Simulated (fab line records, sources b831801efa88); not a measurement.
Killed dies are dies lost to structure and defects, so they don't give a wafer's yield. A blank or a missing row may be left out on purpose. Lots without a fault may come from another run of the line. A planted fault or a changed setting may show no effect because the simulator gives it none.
fab line records | flow gf180mcu
record lots=5 wafers=15 last_day=33
route steps=602 shown V4@496 MIM@503 M5@526
lots that met no fault: from a run of the same line without faults
start_h: hours from the record's first day to the start of the lot's first wafer shown | wait_h: hours since the lot's step before | " the same as in the row above | L1.1+2: a row that stands for several wafers | - no value, or no start given | * or withheld: withheld | < > ~ a bound
route shown NAME@n: a module of which the file shows steps, and the number in the route of the first | usual: mean/standard deviation of fault-free wafers | same: alike in all rows | chamber/n: place in a boat | sites: the reading at each site | _std_site: their standard deviation | _edge_site: outer sites' mean less inner sites' | radius_mm: how far each site lies from the wafer's centre | mask NAME#n: copy n | behind: the tool/chamber that last shaped the wafer | hold: why the lot was held/for how many hours/how that ended | device: the transistor (n, p or np) that didn't switch | end of line: the same wafers' tests at the end of the route | a step without rows: its recipe alone | killed: dies lost to structure and defects at the first sort, not the wafer's yield | map: a wafer's dies, x killed, . not, _ none there
set.NAME: the setting as run; set.NAME@STEP: as run at that earlier step | model.NAME: the simulator's own value behind a step, which no gauge read
lots at some steps of the route; a table a step, a row a wafer
services: from which hour (start_h, from the record's first day; less than 0 if before it) a tool's chamber was out of use, for how many hours, and why
## steps
# step GF_V4_CLEAN_20
# recipe chemistry=DIW dry=n2_spin
# columns lot.wafer tool chamber start_h wait_h
L086.1+3+6 wet_bench-03 1 659.96 0.0
L087.2+3+5 wet_bench-04 2 661.89 0.0
L089.2+5+6 wet_bench-03 0 677.78 0.0
L090.2+4+5 wet_bench-02 3 688.71 0.0
L092.1+4+5 wet_bench-04 0 708.52 0.0
# step GF_V4_SPUTTER_21
# recipe material=Ti target_thk_nm=15 chamber_pressure_pa=5 power_w=2500 substrate_temp_c=200 time_s=80.02
# usual throttle_valve_pct=30.4/1.6
# columns lot.wafer tool chamber start_h wait_h throttle_valve_pct
L086.1 pvd_sputter-03 - 660.05 0.0 27.6
L086.3 " - " " 31.8
L086.6 " - " " 27.8
L087.2 pvd_sputter-02 - 661.98 0.0 30.1
L087.3 " - " " 28.8
L087.5 " - " " 29.2
L089.2 pvd_sputter-03 - 677.88 0.0 29.9
L089.5 " - " " 31.8
L089.6 " - " " 27.6
L090.2 pvd_sputter-04 - 688.80 0.0 31.7
L090.4 " - " " 30.7
L090.5 " - " " 31.0
L092.1 pvd_sputter-03 - 708.61 0.0 32.9
L092.4 " - " " 31.6
L092.5 " - " " 30.2
# step GF_V4_SPUTTER_22
# recipe material=TiN target_thk_nm=10 chamber_pressure_pa=5 power_w=4000 time_s=40
# usual throttle_valve_pct=30.4/1.6
# columns lot.wafer tool chamber start_h wait_h throttle_valve_pct
L086.1 pvd_sputter-03 - 660.11 0.0 27.7
L086.3 " - " " 31.6
L086.6 " - " " 27.7
L087.2 pvd_sputter-02 - 662.04 0.0 30.2
L087.3 " - " " 29.3
L087.5 " - " " 29.0
L089.2 pvd_sputter-03 - 677.94 0.0 30.0
L089.5 " - " " 31.6
L089.6 " - " " 27.7
L090.2 pvd_sputter-04 - 688.86 0.0 31.7
L090.4 " - " " 30.9
L090.5 " - " " 30.9
L092.1 pvd_sputter-03 - 708.68 0.0 32.8
L092.4 " - " " 31.9
L092.5 " - " " 29.9
# step GF_V4_CVD_23
# recipe material=W target_thk_nm=350 time_s=104.9 temp_c=400 pressure_torr=40
# usual heater_power_w=899/54
# columns lot.wafer tool chamber start_h wait_h heater_power_w
L086.1 cvd_w-02 0 660.15 0.0 872
L086.3 " 0 " " 898
L086.6 " 0 " " 875
L087.2 cvd_w-01 0 662.08 0.0 1015
L087.3 " 0 " " 1001
L087.5 " 0 " " 1009
L089.2 cvd_w-01 0 677.98 0.0 993
L089.5 " 0 " " 989
L089.6 " 1 " " 867
L090.2 cvd_w-01 0 688.90 0.0 1047
L090.4 " 1 " " 877
L090.5 " 1 " " 878
L092.1 cvd_w-02 1 708.71 0.0 872
L092.4 " 1 " " 863
L092.5 " 1 " " 855
# step GF_V4_RS_MEAS_24
# recipe thk_meas_gauge=four-point-probe reads=W_of_V4_CVD_23+TiN_of_V4_SPUTTER_22+Ti_of_V4_SPUTTER_21
# usual V4_W_RS=0.328/0.0037
# columns lot.wafer tool chamber start_h wait_h V4_W_RS[ohm/sq]
L086.1 film_metro-01 - 660.26 0.1 0.330
L086.3 " - " " 0.328
L086.6 " - " " 0.332
L087.2 film_metro-03 - 662.21 0.1 0.330
L087.3 " - " " 0.332
L087.5 " - " " 0.331
L089.2 film_metro-01 - 678.11 0.1 0.321
L089.5 " - " " 0.325
L089.6 " - " " 0.323
L090.2 film_metro-04 - 689.03 0.1 0.333
L090.4 " - " " 0.332
L090.5 " - " " 0.331
L092.1 film_metro-03 - 708.83 0.1 0.330
L092.4 " - " " 0.331
L092.5 " - " " 0.332
# step GF_V4_THK_MEAS_25
# recipe thk_meas_gauge=xrf reads=W_of_V4_CVD_23
# usual V4_W_THK=349/5
# columns lot.wafer tool chamber start_h wait_h V4_W_THK[nm]
L086.1 film_metro-01 - 660.38 0.1 346
L086.3 " - " " 350
L086.6 " - " " 346
L087.2 film_metro-03 - 662.32 0.1 343
L087.3 " - " " 340
L087.5 " - " " 344
L089.2 film_metro-01 - 678.22 0.1 359
L089.5 " - " " 352
L089.6 " - " " 357
L090.2 film_metro-04 - 689.14 0.1 343
L090.4 " - " " 346
L090.5 " - " " 347
L092.1 film_metro-03 - 708.95 0.1 344
L092.4 " - " " 343
L092.5 " - " " 342
# step GF_V4_CMP_26
# recipe stop_on=SiO2 down_force_psi=3.5 platen_rpm=60 t_overpolish_s=15 target_thk_nm=0 pad_velocity_m_s=0.94248
# usual motor_current_A=11.6/1.2 overpolish_run_s=14.998/0.0084 time_to_endpoint_s=85/3.9
# columns lot.wafer tool chamber start_h wait_h motor_current_A overpolish_run_s time_to_endpoint_s
L086.3 cmp-02 2 660.44 0.0 9.7 14.998 83
L086.1 " 3 " " 10.8 14.991 86
L086.6 " 3 " " 11.7 15.020 85
L087.2 cmp-02 1 662.37 0.0 11.8 15.018 85
L087.3 " 0 " " 11.6 15.003 76
L087.5 " 2 " " 8.7 15.000 84
L089.2 cmp-01 2 678.32 0.1 13.2 14.990 82
L089.6 " 1 " " 12.5 15.007 83
L089.5 " 2 " " 12.5 15.000 83
L090.4 cmp-01 2 689.19 0.0 13.0 15.010 84
L090.2 " 3 " " 13.2 15.014 84
L090.5 " 3 " " 13.7 14.997 87
L092.1 cmp-01 2 709.06 0.1 12.0 14.990 87
L092.4 " 3 " " 13.3 15.000 90
L092.5 " 1 " " 11.8 15.003 89
# step GF_MIM_SPUTTER_00
# recipe material=Ti target_thk_nm=37.5 arriving_ion_energy_ev=80 substrate_temp_c=200 chamber_pressure_pa=2 power_w=4000 time_s=150
# usual throttle_valve_pct=30.1/1.5
# columns lot.wafer tool chamber start_h wait_h throttle_valve_pct
L086.1 pvd_sputter-02 - 660.74 0.2 30.1
L086.3 " - " " 28.9
L086.6 " - " " 30.8
L087.2 pvd_sputter-01 - 662.67 0.2 29.2
L087.3 " - " " 28.6
L087.5 " - " " 30.3
L089.2 pvd_sputter-02 - 678.57 0.2 30.1
L089.5 " - " " 31.1
L089.6 " - " " 30.0
L090.2 pvd_sputter-03 - 689.49 0.2 31.8
L090.4 " - " " 27.4
L090.5 " - " " 27.7
L092.1 pvd_sputter-03 - 709.31 0.2 30.0
L092.4 " - " " 32.8
L092.5 " - " " 27.8
# step GF_MIM_SPUTTER_01
# recipe material=TiN target_thk_nm=30 power_w=6500 time_s=25 chamber_pressure_pa=0.4
# usual throttle_valve_pct=30.2/1.5
# columns lot.wafer tool chamber start_h wait_h throttle_valve_pct
L086.1 pvd_sputter-02 - 660.84 0.1 30.2
L086.3 " - " " 28.8
L086.6 " - " " 31.2
L087.2 pvd_sputter-01 - 662.77 0.1 29.1
L087.3 " - " " 28.6
L087.5 " - " " 30.2
L089.2 pvd_sputter-02 - 678.67 0.1 29.8
L089.5 " - " " 31.0
L089.6 " - " " 30.1
L090.2 pvd_sputter-03 - 689.59 0.1 31.5
L090.4 " - " " 27.5
L090.5 " - " " 27.7
L092.1 pvd_sputter-03 - 709.41 0.1 30.1
L092.4 " - " " 33.0
L092.5 " - " " 27.8
# step GF_MIM_SPUTTER_02
# recipe material=AlCu target_thk_nm=450 power_w=10600 time_s=23.9 chamber_pressure_pa=0.4
# usual throttle_valve_pct=30.1/1.5
# columns lot.wafer tool chamber start_h wait_h throttle_valve_pct
L086.1 pvd_sputter-02 - 660.87 0.0 30.0
L086.3 " - " " 29.3
L086.6 " - " " 31.1
L087.2 pvd_sputter-01 - 662.80 0.0 29.4
L087.3 " - " " 28.3
L087.5 " - " " 30.6
L089.2 pvd_sputter-02 - 678.70 0.0 30.2
L089.5 " - " " 31.2
L089.6 " - " " 30.0
L090.2 pvd_sputter-03 - 689.62 0.0 31.6
L090.4 " - " " 27.5
L090.5 " - " " 27.8
L092.1 pvd_sputter-03 - 709.44 0.0 30.2
L092.4 " - " " 32.8
L092.5 " - " " 27.7
# step GF_MIM_SPUTTER_03
# recipe material=Ti target_thk_nm=10 substrate_temp_c=300 chamber_pressure_pa=0.3 power_w=3000 time_s=6.7
# usual throttle_valve_pct=30.1/1.5
# columns lot.wafer tool chamber start_h wait_h throttle_valve_pct
L086.1 pvd_sputter-02 - 660.90 0.0 30.0
L086.3 " - " " 29.0
L086.6 " - " " 31.2
L087.2 pvd_sputter-01 - 662.83 0.0 29.3
L087.3 " - " " 28.4
L087.5 " - " " 30.6
L089.2 pvd_sputter-02 - 678.73 0.0 29.9
L089.5 " - " " 31.4
L089.6 " - " " 30.0
L090.2 pvd_sputter-03 - 689.65 0.0 31.9
L090.4 " - " " 27.6
L090.5 " - " " 27.4
L092.1 pvd_sputter-03 - 709.47 0.0 30.2
L092.4 " - " " 32.8
L092.5 " - " " 27.6
# step GF_MIM_SPUTTER_04
# recipe material=TiN target_thk_nm=50 power_w=6500 time_s=41.7 chamber_pressure_pa=0.4
# usual throttle_valve_pct=30.1/1.5
# columns lot.wafer tool chamber start_h wait_h throttle_valve_pct
L086.1 pvd_sputter-02 - 660.92 0.0 29.9
L086.3 " - " " 28.7
L086.6 " - " " 31.1
L087.2 pvd_sputter-01 - 662.85 0.0 29.2
L087.3 " - " " 28.5
L087.5 " - " " 30.4
L089.2 pvd_sputter-02 - 678.75 0.0 30.2
L089.5 " - " " 31.1
L089.6 " - " " 29.9
L090.2 pvd_sputter-03 - 689.67 0.0 31.8
L090.4 " - " " 27.8
L090.5 " - " " 27.7
L092.1 pvd_sputter-03 - 709.49 0.0 30.3
L092.4 " - " " 32.6
L092.5 " - " " 27.7
# step GF_MIM_CVD_05
# recipe material=Si3N4 target_thk_nm=42 temp_max_c=400 temp_c=385 time_s=29.086 rf_w=450
# usual heater_power_w=633/97
# columns lot.wafer tool chamber start_h wait_h heater_power_w
L086.1 pecvd-03 1 660.96 0.0 521
L086.3 " 2 " " 753
L086.6 " 0 " " 671
L087.2 pecvd-04 0 662.89 0.0 695
L087.3 " 2 " " 707
L087.5 " 1 " " 434
L089.2 pecvd-03 1 678.79 0.0 525
L089.5 " 1 " " 520
L089.6 " 0 " " 720
L090.2 pecvd-04 2 689.71 0.0 684
L090.4 " 1 " " 463
L090.5 " 2 " " 684
L092.1 pecvd-01 0 709.53 0.0 630
L092.4 " 1 " " 758
L092.5 " 2 " " 620
# step GF_MIM_THK_MEAS_06
# recipe reads=Si3N4_of_MIM_CVD_05
# usual MIM_CVD_05_THK=42.1/0.56
# columns lot.wafer tool chamber start_h wait_h MIM_CVD_05_THK[nm]
L086.1 film_metro-02 - 661.00 0.0 41.9
L086.3 " - " " 41.6
L086.6 " - " " 42.9
L087.2 film_metro-04 - 662.93 0.0 42.6
L087.3 " - " " 43.2
L087.5 " - " " 43.0
L089.2 film_metro-01 - 678.84 0.0 41.0
L089.5 " - " " 41.5
L089.6 " - " " 41.9
L090.2 film_metro-04 - 689.76 0.0 41.6
L090.4 " - " " 42.8
L090.5 " - " " 43.3
L092.1 film_metro-01 - 709.56 0.0 41.9
L092.4 " - " " 42.6
L092.5 " - " " 42.3
# step GF_MIM_SPUTTER_07
# recipe material=TiN target_thk_nm=60 power_w=6500 time_s=50 chamber_pressure_pa=0.4
# usual throttle_valve_pct=30.0/1.5
# columns lot.wafer tool chamber start_h wait_h throttle_valve_pct
L086.1 pvd_sputter-03 - 661.06 0.1 32.9
L086.3 " - " " 31.9
L086.6 " - " " 32.7
L087.2 pvd_sputter-02 - 662.98 0.0 28.9
L087.3 " - " " 31.7
L087.5 " - " " 31.4
L089.2 pvd_sputter-01 - 678.89 0.0 29.3
L089.5 " - " " 29.2
L089.6 " - " " 28.5
L090.2 pvd_sputter-02 - 689.81 0.0 31.5
L090.4 " - " " 31.2
L090.5 " - " " 31.6
L092.1 pvd_sputter-01 - 709.62 0.1 29.3
L092.4 " - " " 28.3
L092.5 " - " " 28.5
# step GF_MIM_SPUTTER_08
# recipe material=AlCu target_thk_nm=200 power_w=10600 time_s=10.6 chamber_pressure_pa=0.4
# usual throttle_valve_pct=30.0/1.5
# columns lot.wafer tool chamber start_h wait_h throttle_valve_pct
L086.1 pvd_sputter-03 - 661.10 0.0 33.0
L086.3 " - " " 31.7
L086.6 " - " " 32.8
L087.2 pvd_sputter-02 - 663.03 0.0 29.3
L087.3 " - " " 31.5
L087.5 " - " " 31.4
L089.2 pvd_sputter-01 - 678.93 0.0 29.2
L089.5 " - " " 29.5
L089.6 " - " " 28.6
L090.2 pvd_sputter-02 - 689.85 0.0 31.3
L090.4 " - " " 31.4
L090.5 " - " " 31.3
L092.1 pvd_sputter-01 - 709.66 0.0 29.0
L092.4 " - " " 28.5
L092.5 " - " " 28.4
# step GF_MIM_SPUTTER_09
# recipe material=TiN target_thk_nm=35 power_w=6500 time_s=29.2 chamber_pressure_pa=0.4
# usual throttle_valve_pct=30.0/1.5
# columns lot.wafer tool chamber start_h wait_h throttle_valve_pct
L086.1 pvd_sputter-03 - 661.12 0.0 33.0
L086.3 " - " " 31.8
L086.6 " - " " 32.8
L087.2 pvd_sputter-02 - 663.05 0.0 29.1
L087.3 " - " " 31.5
L087.5 " - " " 31.6
L089.2 pvd_sputter-01 - 678.95 0.0 29.2
L089.5 " - " " 29.1
L089.6 " - " " 28.8
L090.2 pvd_sputter-02 - 689.87 0.0 31.3
L090.4 " - " " 31.5
L090.5 " - " " 31.3
L092.1 pvd_sputter-01 - 709.69 0.0 29.1
L092.4 " - " " 28.2
L092.5 " - " " 28.6
# step GF_MIM_RS_MEAS_10
# recipe thk_meas_gauge=four-point-probe reads=TiN_of_MIM_SPUTTER_09+AlCu_of_MIM_SPUTTER_08+TiN_of_MIM_SPUTTER_07
# usual MIM_ALCU_RS=0.1597/0.0019
# columns lot.wafer tool chamber start_h wait_h MIM_ALCU_RS[ohm/sq]
L086.1 film_metro-01 - 661.16 0.0 0.1610
L086.3 " - " " 0.1590
L086.6 " - " " 0.1611
L087.2 film_metro-02 - 663.10 0.0 0.1622
L087.3 " - " " 0.1613
L087.5 " - " " 0.1626
L089.2 film_metro-02 - 679.01 0.0 0.1574
L089.5 " - " " 0.1571
L089.6 " - " " 0.1569
L090.2 film_metro-04 - 689.93 0.0 0.1636
L090.4 " - " " 0.1635
L090.5 " - " " 0.1611
L092.1 film_metro-02 - 709.72 0.0 0.1577
L092.4 " - " " 0.1582
L092.5 " - " " 0.1580
# step GF_MIM_THK_MEAS_11
# recipe thk_meas_gauge=xrf reads=AlCu_of_MIM_SPUTTER_08
# usual MIM_ALCU_THK=203.0/2.7
# columns lot.wafer tool chamber start_h wait_h MIM_ALCU_THK[nm]
L086.1 film_metro-01 - 661.28 0.1 201.7
L086.3 " - " " 204.7
L086.6 " - " " 201.4
L087.2 film_metro-02 - 663.21 0.1 199.0
L087.3 " - " " 200.2
L087.5 " - " " 199.7
L089.2 film_metro-02 - 679.12 0.1 206.7
L089.5 " - " " 208.6
L089.6 " - " " 206.5
L090.2 film_metro-04 - 690.04 0.1 198.7
L090.4 " - " " 199.1
L090.5 " - " " 201.3
L092.1 film_metro-02 - 709.84 0.1 204.9
L092.4 " - " " 204.3
L092.5 " - " " 204.8
# step GF_MIM_DEHYDRATE_12
# recipe temp_c=200 time_s=60
# usual chill_plate_temp_C=22.98/0.13
# columns lot.wafer tool chamber start_h wait_h chill_plate_temp_C
L086.1 litho_track-03 0 670.15 8.9 22.88
L086.3 " 0 " " 22.92
L086.6 " 0 " " 22.89
L087.2 litho_track-04 0 672.40 9.2 23.08
L087.3 " 0 " " 23.11
L087.5 " 0 " " 23.03
L089.2 litho_track-04 0 687.65 8.5 22.99
L089.5 " 0 " " 22.92
L089.6 " 0 " " 22.97
L090.2 litho_track-01 0 698.68 8.6 22.98
L090.4 " 0 " " 22.86
L090.5 " 0 " " 23.00
L092.1 litho_track-04 0 717.87 8.0 22.81
L092.4 " 0 " " 23.03
L092.5 " 0 " " 22.87
# step GF_MIM_HMDS_13
# recipe prime_time_s=60 prime_temp_c=120
# usual chill_plate_temp_C=22.98/0.1
# columns lot.wafer tool chamber start_h wait_h chill_plate_temp_C
L086.1 litho_track-03 0 670.30 0.1 23.10
L086.3 " 0 " " 22.96
L086.6 " 0 " " 22.98
L087.2 litho_track-04 0 672.55 0.1 22.76
L087.3 " 0 " " 22.96
L087.5 " 0 " " 22.73
L089.2 litho_track-04 0 687.80 0.1 22.92
L089.5 " 0 " " 22.93
L089.6 " 0 " " 23.03
L090.2 litho_track-01 0 698.83 0.1 23.09
L090.4 " 0 " " 22.95
L090.5 " 0 " " 23.14
L092.1 litho_track-04 0 718.02 0.1 22.82
L092.4 " 0 " " 22.98
L092.5 " 0 " " 22.97
# step GF_MIM_COAT_14
# recipe resist=NOVOLAK spin_rpm=3000 resist_thk_nm=1000
# usual chill_plate_temp_C=22.99/0.11
# columns lot.wafer tool chamber start_h wait_h chill_plate_temp_C
L086.1 litho_track-03 0 670.45 0.1 23.00
L086.3 " 0 " " 22.98
L086.6 " 0 " " 22.85
L087.2 litho_track-04 0 672.70 0.1 23.11
L087.3 " 0 " " 23.13
L087.5 " 0 " " 23.19
L089.2 litho_track-04 0 687.95 0.1 23.13
L089.5 " 0 " " 23.17
L089.6 " 0 " " 23.13
L090.2 litho_track-01 0 698.98 0.1 23.14
L090.4 " 0 " " 23.08
L090.5 " 0 " " 22.98
L092.1 litho_track-04 0 718.17 0.1 22.91
L092.4 " 0 " " 22.90
L092.5 " 0 " " 22.96
# step GF_MIM_SOFTBAKE_15
# recipe temp_c=90 time_s=60 resist=NOVOLAK
# usual chill_plate_temp_C=23.00/0.11
# columns lot.wafer tool chamber start_h wait_h chill_plate_temp_C
L086.1 litho_track-03 0 670.60 0.1 23.08
L086.3 " 0 " " 22.99
L086.6 " 0 " " 23.17
L087.2 litho_track-04 0 672.85 0.1 23.07
L087.3 " 0 " " 23.02
L087.5 " 0 " " 23.16
L089.2 litho_track-04 0 688.10 0.1 23.11
L089.5 " 0 " " 23.10
L089.6 " 0 " " 23.05
L090.2 litho_track-01 0 699.13 0.1 23.03
L090.4 " 0 " " 23.03
L090.5 " 0 " " 23.08
L092.1 litho_track-04 0 718.32 0.1 23.11
L092.4 " 0 " " 23.13
L092.5 " 0 " " 23.13
# step GF_MIM_EXPOSE_16
# recipe mask_id=FuseTop target_cd_nm=2000 na=0.6 source_shape=conventional sigma_outer=0.6 dose_mj=140
# columns lot.wafer tool chamber start_h wait_h mask
L086.1+3+6 iline_stepper-01 0 - - FuseTop#0
L087.2+3+5 iline_stepper-02 0 - - FuseTop#0
L089.2+5+6 iline_stepper-01 0 - - FuseTop#0
L090.2+4+5 iline_stepper-01 0 - - FuseTop#0
L092.1+4+5 iline_stepper-02 0 - - FuseTop#0
# step GF_MIM_PEB_17
# recipe temp_c=withheld time_s=* resist=NOVOLAK
# usual chill_plate_temp_C=*
# columns lot.wafer tool chamber start_h wait_h chill_plate_temp_C
L086.1 litho_track-03 0 - - *
L086.3 " 0 " " *
L086.6 " 0 " " *
L087.2 litho_track-01 0 - - *
L087.3 " 0 " " *
L087.5 " 0 " " *
L089.2 litho_track-03 0 - - *
L089.5 " 0 " " *
L089.6 " 0 " " *
L090.2 litho_track-04 0 - - *
L090.4 " 0 " " *
L090.5 " 0 " " *
L092.1 litho_track-03 0 - - *
L092.4 " 0 " " *
L092.5 " 0 " " *
# step GF_MIM_DEVELOP_18
# recipe develop_time_s=60 dev_temp_c=23
# usual chill_plate_temp_C=22.96/0.11
# columns lot.wafer tool chamber start_h wait_h chill_plate_temp_C
L086.1 litho_track-03 0 680.60 0.1 22.89
L086.3 " 0 " " 22.96
L086.6 " 0 " " 22.99
L087.2 litho_track-01 0 682.64 0.1 23.04
L087.3 " 0 " " 22.96
L087.5 " 0 " " 22.99
L089.2 litho_track-03 0 697.63 0.1 22.81
L089.5 " 0 " " 22.94
L089.6 " 0 " " 22.73
L090.2 litho_track-04 0 707.85 0.1 22.91
L090.4 " 0 " " 22.91
L090.5 " 0 " " 22.81
L092.1 litho_track-03 0 726.95 0.1 22.95
L092.4 " 0 " " 22.98
L092.5 " 0 " " 23.16
# step GF_MIM_METAL_ETCH_19
# recipe chemistry=Cl2/BCl3 mask_material=NOVOLAK stop_on=Si3N4 target_depth_nm=324.5 pressure_mtorr=8 icp_w=800 bias_w=140 Cl2_flow_sccm=80 bcl3_flow_sccm=40 time_s=54.1
# usual drypump_motor_current_A=6.02/0.3 oes_product_au=0.943/0.0071 throttle_valve_pct=28.282/0.0092
# columns lot.wafer tool chamber start_h wait_h drypump_motor_current_A oes_product_au rf_hours_counter_h throttle_valve_pct
L086.1 rie_metal-04 1 680.75 0.1 5.93 0.939 5 28.274
L086.3 " 0 " " 5.89 0.949 - 28.282
L086.6 " 0 " " 5.88 0.937 - 28.282
L087.2 rie_metal-04 1 682.76 0.1 5.93 0.922 5 28.291
L087.3 " 0 " " 5.92 0.935 - 28.293
L087.5 " 0 " " 5.92 0.930 - 28.279
L089.2 rie_metal-03 0 697.75 0.1 5.94 0.949 4 28.284
L089.5 " 1 " " 6.36 0.946 - 28.268
L089.6 " 0 " " 5.94 0.950 - 28.274
L090.2 rie_metal-01 1 707.97 0.1 5.56 0.932 9 28.289
L090.4 " 1 " " 5.58 0.940 - 28.292
L090.5 " 0 " " 6.47 0.937 - 28.289
L092.1 rie_metal-01 1 727.10 0.1 5.57 0.945 10 28.283
L092.4 " 0 " " 6.47 0.948 - 28.288
L092.5 " 1 " " 5.57 0.950 - 28.284
# step GF_MIM_STRIP_20
# recipe chemistry=O2/N2 power_w=1400 pressure_mtorr=1500 platen_temp_c=250 o2_flow_sccm=3000 n2_flow_sccm=300 overash_fraction=0.5
# usual drypump_motor_current_A=5.9/0.33 heater_power_w=332/23 o2_flow_sccm=3000/9.2 oes_product_au=0.692/0.0052 strip_time_to_endpoint_s=11.24/0.052
# columns lot.wafer tool chamber start_h wait_h drypump_motor_current_A heater_power_w o2_flow_sccm oes_product_au rf_hours_counter_h strip_time_to_endpoint_s
L086.1 plasma_asher-02 1 680.82 0.0 6.3 328 3005 0.690 85 11.22
L086.3 " 0 " " 5.8 325 3001 0.696 - 11.19
L086.6 " 0 " " 5.8 336 2998 0.689 - 11.21
L087.2 plasma_asher-03 0 682.83 0.0 6.2 373 3005 0.695 111 11.24
L087.3 " 0 " " 6.2 383 2993 0.703 - 11.31
L087.5 " 0 " " 6.2 376 2997 0.689 - 11.33
L089.2 plasma_asher-02 0 697.82 0.0 5.8 332 3001 0.690 87 11.23
L089.5 " 1 " " 6.3 331 3010 0.700 - 11.32
L089.6 " 0 " " 5.9 329 3006 0.690 - 11.26
L090.2 plasma_asher-02 1 708.08 0.1 6.3 339 3003 0.699 88 11.18
L090.4 " 0 " " 5.8 317 3003 0.678 - 11.19
L090.5 " 1 " " 6.3 332 3002 0.689 - 11.20
L092.1 plasma_asher-03 0 727.17 0.0 6.2 375 2997 0.686 116 11.25
L092.4 " 0 " " 6.2 377 2989 0.691 - 11.27
L092.5 " 0 " " 6.2 368 3005 0.692 - 11.25
# step GF_MIM_STRIP_21
# recipe chemistry=post_etch_residue_remover time_s=1200 temp_c=72.5
# columns lot.wafer tool chamber start_h wait_h
L086.1+3+6 wet_bench-01 0 680.92 0.1
L087.2+3+5 wet_bench-02 0 682.93 0.1
L089.2+5+6 wet_bench-01 1 697.92 0.1
L090.2+4+5 wet_bench-02 3 708.18 0.1
L092.1+4+5 wet_bench-03 1 727.27 0.1
# step GF_MIM_CLEAN_22
# recipe chemistry=DIW dry=n2_spin
# columns lot.wafer tool chamber start_h wait_h
L086.1+3+6 wet_bench-02 1 681.30 0.0
L087.2+3+5 wet_bench-02 1 683.27 0.0
L089.2+5+6 wet_bench-03 0 698.30 0.0
L090.2+4+5 wet_bench-01 1 708.61 0.1
L092.1+4+5 wet_bench-01 2 727.62 0.0
# step GF_M5_DEHYDRATE_00
# recipe temp_c=200 time_s=60
# usual chill_plate_temp_C=23.00/0.12
# columns lot.wafer tool chamber start_h wait_h chill_plate_temp_C
L086.1 litho_track-04 0 689.93 8.5 22.84
L086.3 " 0 " " 22.65
L086.6 " 0 " " 22.90
L087.2 litho_track-03 0 691.63 8.3 23.06
L087.3 " 0 " " 23.03
L087.5 " 0 " " 23.06
L089.2 litho_track-04 0 706.80 8.4 23.14
L089.5 " 0 " " 23.17
L089.6 " 0 " " 23.00
L090.2 litho_track-04 0 717.00 8.3 22.89
L090.4 " 0 " " 23.02
L090.5 " 0 " " 22.88
L092.1 litho_track-02 0 735.53 7.8 23.18
L092.4 " 0 " " 23.13
L092.5 " 0 " " 23.05
# step GF_M5_HMDS_01
# recipe prime_time_s=60 prime_temp_c=120
# usual chill_plate_temp_C=23.03/0.094
# columns lot.wafer tool chamber start_h wait_h chill_plate_temp_C
L086.1 litho_track-04 0 690.08 0.1 22.99
L086.3 " 0 " " 22.91
L086.6 " 0 " " 22.96
L087.2 litho_track-03 0 691.78 0.1 23.14
L087.3 " 0 " " 22.90
L087.5 " 0 " " 22.90
L089.2 litho_track-04 0 706.95 0.1 22.93
L089.5 " 0 " " 23.04
L089.6 " 0 " " 22.95
L090.2 litho_track-04 0 717.15 0.1 23.08
L090.4 " 0 " " 23.07
L090.5 " 0 " " 23.05
L092.1 litho_track-02 0 735.68 0.1 23.02
L092.4 " 0 " " 22.98
L092.5 " 0 " " 23.12
# step GF_M5_COAT_02
# recipe resist=KrF spin_rpm=withheld resist_thk_nm=1000
# usual chill_plate_temp_C=23.01/0.096
# columns lot.wafer tool chamber start_h wait_h chill_plate_temp_C
L086.1 litho_track-04 0 690.23 0.1 23.01
L086.3 " 0 " " 23.02
L086.6 " 0 " " 23.22
L087.2 litho_track-03 0 691.93 0.1 22.91
L087.3 " 0 " " 22.94
L087.5 " 0 " " 22.96
L089.2 litho_track-04 0 707.10 0.1 22.91
L089.5 " 0 " " 22.99
L089.6 " 0 " " 22.93
L090.2 litho_track-04 0 717.30 0.1 22.93
L090.4 " 0 " " 23.05
L090.5 " 0 " " 22.96
L092.1 litho_track-02 0 735.83 0.1 22.87
L092.4 " 0 " " 22.92
L092.5 " 0 " " 23.09
# step GF_M5_SOFTBAKE_03
# recipe temp_c=130 time_s=60 resist=KrF
# usual chill_plate_temp_C=23.02/0.11
# columns lot.wafer tool chamber start_h wait_h chill_plate_temp_C
L086.1 litho_track-04 0 690.38 0.1 23.07
L086.3 " 0 " " 23.16
L086.6 " 0 " " 23.09
L087.2 litho_track-03 0 692.08 0.1 23.08
L087.3 " 0 " " 23.26
L087.5 " 0 " " 23.05
L089.2 litho_track-04 0 707.25 0.1 23.13
L089.5 " 0 " " 22.99
L089.6 " 0 " " 22.95
L090.2 litho_track-04 0 717.45 0.1 22.95
L090.4 " 0 " " 23.00
L090.5 " 0 " " 23.16
L092.1 litho_track-02 0 735.98 0.1 23.10
L092.4 " 0 " " 22.99
L092.5 " 0 " " 23.19
# step GF_M5_EXPOSE_04
# recipe mask_id=Metal5 target_cd_nm=280 na=0.68 source_shape=conventional sigma_outer=0.6 dose_mj=28
# columns lot.wafer tool chamber start_h wait_h mask
L086.1+3+6 krf_scanner-02 0 - - Metal5#0
L087.2+3+5 krf_scanner-01 0 - - Metal5#0
L089.2+5+6 krf_scanner-02 0 - - Metal5#0
L090.2+4+5 krf_scanner-02 0 - - Metal5#0
L092.1+4+5 krf_scanner-01 0 - - Metal5#0
# step GF_M5_PEB_05
# recipe peb_temp_c=135 peb_time_s=90 resist=KrF
# usual chill_plate_temp_C=23.02/0.099
# columns lot.wafer tool chamber start_h wait_h chill_plate_temp_C
L086.1 litho_track-03 0 - - 22.94
L086.3 " 0 " " 22.90
L086.6 " 0 " " 23.03
L087.2 litho_track-03 0 - - 22.98
L087.3 " 0 " " 22.95
L087.5 " 0 " " 23.05
L089.2 litho_track-04 0 - - 22.86
L089.5 " 0 " " 22.84
L089.6 " 0 " " 22.74
L090.2 litho_track-03 0 - - 23.08
L090.4 " 0 " " 23.20
L090.5 " 0 " " 23.23
L092.1 litho_track-03 0 - - 23.14
L092.4 " 0 " " 22.95
L092.5 " 0 " " 23.12
## services
# columns tool chamber start_h hours kind
krf_scanner-02 - 638.26 0.9 repair
cvd_w-02 - 639.78 1.5 repair
pecvd-03 2 643.83 8.0 repair
krf_scanner-01 - 650.08 0.8 pm
cmp-01 - 654.54 0.6 repair
plasma_asher-02 - 654.79 14.6 pm
cvd_w-01 - 668.63 2.8 pm
pecvd-03 - 673.10 2.0 repair
pvd_sputter-03 - 678.19 2.1 repair
pecvd-03 - 678.91 2.8 pm
krf_scanner-02 - 681.47 1.3 pm
pvd_sputter-04 - 682.47 2.4 repair
pvd_sputter-03 - 682.64 2.1 repair
pecvd-03 2 693.60 6.6 repair
cmp-02 - 696.65 1.2 repair
pvd_sputter-02 - 698.57 40.2 repair
pvd_sputter-01 - 700.85 8.0 repair
krf_scanner-02 - 711.98 1.0 pm
rie_metal-04 0 723.04 1.7 repair
krf_scanner-01 - 724.03 1.0 pm
pvd_sputter-04 - 724.51 5.8 repair
iline_stepper-01 - 727.67 1.7 pm
krf_scanner-02 - 741.34 0.5 repair
cmp-01 - 744.09 4.0 pm
## key
fault none
